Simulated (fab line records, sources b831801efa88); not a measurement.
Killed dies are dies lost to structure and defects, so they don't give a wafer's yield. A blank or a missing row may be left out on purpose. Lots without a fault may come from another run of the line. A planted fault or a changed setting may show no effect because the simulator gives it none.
A struck lot beside a sound one | flow sky130 | 15 steps out of a route of 708
Sound: wafers L270.3, L270.5, L270.6. Struck: wafers L258.1, L258.2, L258.6. The cause comes at the end.
At each step with rows: each side's tool, then ch and its chambers, then its first start. Under that, the readings that differ: sound wafers | struck wafers | difference of the means | sigmas: that difference in standard deviations of wafers without a fault.
alike: readings whose means differ by less than 2 such deviations, and words and numbers that are the same on both sides. not compared: withheld readings, readings that some wafer has no value for, bounds like >300 that may hide the same value, and numbers for which the record gives no deviation and whose values overlap.
The two part at a step that has a row with sigmas, a row that says differs or no value, or rows on one side only. Numbers that don't overlap but have no deviation are shown without sigmas and don't part them. A reading that every wafer of one side lacks parts them only if that side has two wafers or more.

first, 3 steps without rows for these wafers: SKY_VIA3_CLEAN_18 (cleans in IPA, time 180 s); SKY_VIA3_CLEAN_19 (cleans in O3/DIW); SKY_VIA3_SPUTTER_20 (material TiN, target thk 20 nm, time 80 s).
SKY_VIA3_CVD_21: deposits W, target thk 390 nm, time 117.31 s.
  sound on cvd_w-02 ch 0,1, day 43 20:16; struck on cvd_w-01 ch 0,1, day 40 15:46
  alike: chamber_pressure_Torr, heater_power_outer_w, heater_power_w
SKY_VIA3_RS_MEAS_22: measures by four-point-probe.
  sound on film_metro-04, day 43 20:23; struck on film_metro-03, day 40 15:53
  alike: VIA3_W_RS
SKY_VIA3_THK_MEAS_23: measures by xrf.
  sound on film_metro-04, day 43 20:29; struck on film_metro-03, day 40 16:01
  alike: VIA3_W_THK
SKY_VIA3_CMP_24: polishes, stops on SiO2, t overpolish 20 s, target thk 0 nm.
  sound on cmp-02 ch 0,1, day 43 20:32; struck on cmp-01 ch 0,1,2, day 40 17:10
  alike: motor_current_A, overpolish_run_s, time_to_endpoint_s
SKY_METAL4_SPUTTER_00: material Ti, target thk 15 nm, time 10 s.
  sound on pvd_sputter-04, day 43 20:50; struck on pvd_sputter-04, day 40 17:28
  alike: throttle_valve_pct
then, 1 step without rows for these wafers: SKY_METAL4_SPUTTER_01 (material TiN, target thk 20 nm, time 16.7 s).
SKY_METAL4_SPUTTER_02: material AlCu, target thk 735 nm, time 39.1 s.
  sound on pvd_sputter-04, day 43 20:52; struck on pvd_sputter-04, day 40 17:31
  alike: throttle_valve_pct
SKY_METAL4_SPUTTER_03: material Ti, target thk 5 nm, time 3.3 s.
  sound on pvd_sputter-04, day 43 20:55; struck on pvd_sputter-04, day 40 17:33
  alike: throttle_valve_pct
then, 1 step without rows for these wafers: SKY_METAL4_SPUTTER_04 (material TiN, target thk 70 nm, time 58.3 s).
SKY_CAP2M_CVD_00: deposits SiO2, target thk 15.5 nm.
  sound on pecvd-02 ch 0,1,2, day 43 20:59; struck on pecvd-04 ch 0,1, day 40 17:37
  no value came back on the struck wafers for heater_power_outer_w (W), heater_power_w (W), rf_fwd_power_W (W); on the sound wafers heater_power_outer_w (W) reads 400 505 584
then, 1 step without rows for these wafers: SKY_CAP2M_SPUTTER_02 (material TiN, target thk 200 nm, time 166.7 s).
-- the record jumps here: 6 days lie between the struck wafers' starts before and after (it left off in module CAP2M and takes up again in module PAD_OPEN, whose first step shown is number 708 of the route) --
SKY_PAD_OPEN_PROBE_99:
  the record has rows for the struck wafers here (prober-02, day 46 15:05) and none for the sound ones

WHERE THEY PART
First at SKY_CAP2M_CVD_00; last, within this record, at SKY_PAD_OPEN_PROBE_99.

WHY: what the simulator had put in
Skipped step whole: pecvd-04, from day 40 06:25 on, at SKY_CAP2M_CVD_00. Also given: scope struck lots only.
